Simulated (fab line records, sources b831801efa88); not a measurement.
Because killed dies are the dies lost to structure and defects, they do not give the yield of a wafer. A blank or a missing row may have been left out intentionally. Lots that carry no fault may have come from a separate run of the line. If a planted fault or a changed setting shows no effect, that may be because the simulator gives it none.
2 desks, one fault + flow gf180mcu + each desk holds nothing but its own numbers, with what lay behind them at the end

FROM THE METROLOGY DESK
Lot by lot, what the gauges showed, no matter which tool ran the lot: averages of those sampled wafers that carry a number. If a lot's mean is further than 4 standard deviations from the usual mean, the lot is out of limits and carries the mark OUT (the distance appears in the brackets).
Columns: A = NWELL_OVL at GF_NWELL_OVL_MEAS_07, usual -1.2 nm; B = DUAL_GATE_OXIDATION_00_THK at GF_DUAL_GATE_THK_MEAS_03, usual 10.96 nm
| lot  | first seen here | A    | B     |
|------|-----------------|------|-------|
| L981 | day 3 07:13     | -2.5 | 11.42 |
| L984 | day 3 23:16     | -0.6 | 11.03 |
| L985 | day 4 03:46     | -2.9 | 11.36 |
| L987 | day 4 15:40     | -2.5 | 11.00 |
| L988 | day 4 19:47     | -0.5 | 11.15 |
| L989 | day 5 02:22     | -0.4 | 10.77 |
| L990 | day 5 12:16     | -1.3 | 10.89 |
| L991 | day 5 21:49     | 0.2  | 10.86 |
| L994 | day 6 08:18     | 1.2  | 10.94 |
| L995 | day 6 12:51     | -3.2 | 10.78 |
| L997 | day 7 00:46     | 1.0  | 10.64 |
| L998 | day 7 06:09     | -1.7 | 11.04 |
Result from this desk: across the 12 lots, nothing is out of limits.

THE TOOL OWNER'S DESK: rie-si-02
The tool's own readings at GF_STI_ETCH_14 (etches Si in HBr/Cl2/O2, target depth 360 nm, time 102.9 s): means of the sampled wafers that have a number, for each lot that ran on this tool. If a lot's mean is further than 4 standard deviations from the usual mean, the lot is out of limits and carries the mark OUT (the distance appears in the brackets).
Columns: A = drypump-motor-current-A at GF_STI_ETCH_14, usual 5.7 A; B = he-backside-leak-sccm at GF_STI_ETCH_14, usual 2.71 sccm; C = oes-product-au at GF_STI_ETCH_14, usual 1.001 a.u.; D = throttle-valve-pct at GF_STI_ETCH_14, usual 25.656 %
| lot  | first seen here | A   | B    | C                | D                 |
|------|-----------------|-----|------|------------------|-------------------|
| L981 | day 2 01:30     | 5.8 | 2.78 | 1.001            | 25.647            |
| L987 | day 3 09:11     | 5.6 | 2.71 | 0.998            | 25.644            |
| L991 | day 4 08:37     | 5.3 | 2.86 | 1.000            | 25.661            |
| L994 | day 4 20:30     | 5.9 | 2.76 | 0.996            | 25.666            |
| L995 | day 5 02:29     | 5.8 | 2.53 | 1.044 (+4.7) OUT | 25.632            |
| L997 | day 5 14:12     | 5.6 | 2.70 | 1.058 (+6.2) OUT | 25.608 (-4.8) OUT |
This desk's finding: out of limits on L995, L997; first on L995, day 5 02:29 (oes-product-au at GF_STI_ETCH_14). In limits: L981, L987, L991, L994.

TAKEN TOGETHER
On L995, L997, at day 5 02:29, an alarm was possible from the tool owner's desk.
The metrology desk saw nothing out of limits.
The metrology desk holds a record of L995, L997, inside its limits.
All the named lots went through GF_STI_ETCH_14 on rie-si-02.

WHAT HAD BEEN PUT IN BY THE SIMULATOR
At GF_STI_ETCH_14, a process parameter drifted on rie-si-02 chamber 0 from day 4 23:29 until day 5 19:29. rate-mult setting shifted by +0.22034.
Struck lots among those shown: L995, L997.
Delay in hours, fault start to first out-of-limits reading, by desk: the tool owner's desk at 3.
